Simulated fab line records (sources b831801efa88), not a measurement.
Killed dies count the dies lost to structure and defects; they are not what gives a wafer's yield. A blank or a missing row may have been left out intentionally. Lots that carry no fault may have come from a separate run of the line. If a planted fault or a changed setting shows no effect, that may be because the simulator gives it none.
A lot that was struck, set against a sound lot + flow sky130 + 20 steps out of a route of 708
Sound: these wafers, L124.2, L124.3, L124.5. Struck: wafer L135.4 (left out: L135.3, a lot-mate that was not struck); the cause follows at the end.
Order at every step that has rows: each side's tool, ch and its chambers, its first start. Under that, the readings that differ: sound wafers + struck wafers + difference of the means + sigmas: that difference in standard deviations of wafers without a fault.
alike: words and numbers the same on both sides, and readings whose means are apart by under 2 such deviations; not compared: readings that were withheld, readings missing a value for some wafer, numbers with overlapping values and no deviation given by the record, and bounds like >300 which may hide the same value.
The two part at a step that has a row with sigmas, a row that says differs or no value, or rows on one side only. Non-overlapping numbers with no deviation appear without sigmas and do not part them. A reading missing from all wafers of one side parts the sides only when that side holds two or more wafers.

SKY_FIELD_ISO_BOW_MEAS_00:
  sound on film metro-03 at day 2 16:01; struck on film metro-01 at day 4 23:02
  alike: INCOMING_BOW
then, 1 step without rows for these wafers: SKY_FIELD_ISO_OXIDATION_01 (stabilise 600 s, purge 300 s, target thk 12 nm).
SKY_FIELD_ISO_THK_MEAS_02:
  sound on film metro-04 at day 2 17:38; struck on film metro-01 at day 5 00:39
  alike: FIELD_ISO_OXIDATION_00_THK
then, 1 step without rows for these wafers: SKY_FIELD_ISO_CVD_03 (deposits Si3N4 from DCS/NH3, target thk 165 nm, time 2830 s).
SKY_FIELD_ISO_THK_MEAS_04:
  sound on film metro-03 at day 2 20:20; struck on film metro-01 at day 5 02:34
  alike: FIELD_ISO_CVD_03_THK
then, 5 steps without rows for these wafers: SKY_FIELD_ISO_DEHYDRATE_05 (time 60 s); SKY_FIELD_ISO_HMDS_06 (prime time 60 s); SKY_FIELD_ISO_COAT_07 (resist thk 60 nm); SKY_FIELD_ISO_COAT_08 (resist thk 450 nm); SKY_FIELD_ISO_SOFTBAKE_09 (time 90 s).
SKY_FIELD_ISO_EXPOSE_10: exposes mask FOM, target cd 150 nm.
  sound on krf scanner-02 ch 0, day 3 03:55; struck on krf scanner-02 ch 0, day 5 11:18
  alike: mask
then, 2 steps without rows for these wafers: SKY_FIELD_ISO_PEB_11; SKY_FIELD_ISO_DEVELOP_12 (develop time 60 s).
SKY_FIELD_ISO_CD_MEAS_13: target cd 150 nm.
  sound on cd sem-02 at day 3 11:59; struck on cd sem-01 at day 5 20:39
| reading    | sound             | struck | difference | sigmas |
|------------|-------------------|--------|------------|--------|
| cd nm (nm) | 149.9 150.7 149.5 | 130.9  | -19.1      | -14    |
SKY_FIELD_ISO_ETCH_14: etches BARC in N2/H2, stops on SiO2, time 45.9 s, target depth 60 nm.
  sound on rie diel-02 ch 0,1, day 3 12:05; struck on rie diel-01 ch 0, day 5 20:44
| reading                    | sound             | struck | difference | sigmas |
|----------------------------|-------------------|--------|------------|--------|
| model.FIELD_ISO.cd nm (nm) | 150.3 150.9 149.4 | 130.6  | -19.6      |        |
  alike: chamber pressure mTorr, drypump motor current A, oes product au, throttle valve pct
  not compared: rf hours counter h
SKY_FIELD_ISO_ETCH_15: etches the open film in CHF3/O2, stops on Si, target depth 180 nm, time 72 s.
  sound on rie diel-02 ch 0,1, day 3 12:08; struck on rie diel-01 ch 0, day 5 20:46
| reading             | sound             | struck | difference | sigmas |
|---------------------|-------------------|--------|------------|--------|
| O2_flow_sccm (sccm) | 4.990 4.980 4.985 | 5.020  | +0.035     | +2     |
  alike: chamber pressure mTorr, drypump motor current A, oes product au, throttle valve pct
  not compared: rf hours counter h
SKY_FIELD_ISO_STRIP_16: strips in O2/N2.
  sound on plasma asher-02 ch 0, day 3 12:11; struck on plasma asher-02 ch 0, day 5 20:52
| reading               | sound             | struck | difference | sigmas |
|-----------------------|-------------------|--------|------------|--------|
| oes product au (a.u.) | 0.376 0.379 0.373 | 0.388  | +0.012     | +3     |
  alike: chamber pressure mTorr, drypump motor current A, strip time to endpoint s
  not compared: rf hours counter h
SKY_FIELD_ISO_ETCH_17: etches Si in HBr/Cl2/O2, target depth 342 nm, time 97.7 s.
  sound on rie si-01 ch 0,1, day 3 12:17; struck on rie si-02 ch 3, day 5 20:56
| reading                    | sound             | struck | difference | sigmas |
|----------------------------|-------------------|--------|------------|--------|
| model.FIELD_ISO.cd nm (nm) | 149.9 150.5 148.7 | 131.3  | -18.4      |        |
  alike: O2_flow_sccm, chamber pressure mTorr, drypump motor current A, oes product au, throttle valve pct
  not compared: rf hours counter h
then, 1 step without rows for these wafers: SKY_FIELD_ISO_WET_ETCH_18 (etches Si3N4 in H3PO4, target depth 25 nm, time 286 s).
-- record jumps: 44 days separate the struck wafers' starts on either side; left off in module FIELD_ISO, taken up again in module PAD_OPEN, whose first shown step is the route's number 708 --
SKY_PAD_OPEN_PROBE_99:
  sound on prober-02 at day 47 10:53; struck on prober-01 at day 49 22:37
| reading             | sound    | struck | difference | sigmas |
|---------------------|----------|--------|------------|--------|
| killed_at_M4_up     | 1 3 3    | 6      | +4         | +2     |
| killed at front end | 10 18 7  | 37     | +25        | +6     |
| killed dies         | 73 85 93 | 108    | +24        | +3     |
| killed on rim       | 19 20 22 | 31     | +11        | +3     |
  alike: killed_at_M0_to_M3, killed at contacts, killed at other, killed open, killed short

WHERE THEY PART
Earliest at SKY_FIELD_ISO_CD_MEAS_13; latest, in this record, at SKY_PAD_OPEN_PROBE_99.

WHY: the cause the simulator had injected
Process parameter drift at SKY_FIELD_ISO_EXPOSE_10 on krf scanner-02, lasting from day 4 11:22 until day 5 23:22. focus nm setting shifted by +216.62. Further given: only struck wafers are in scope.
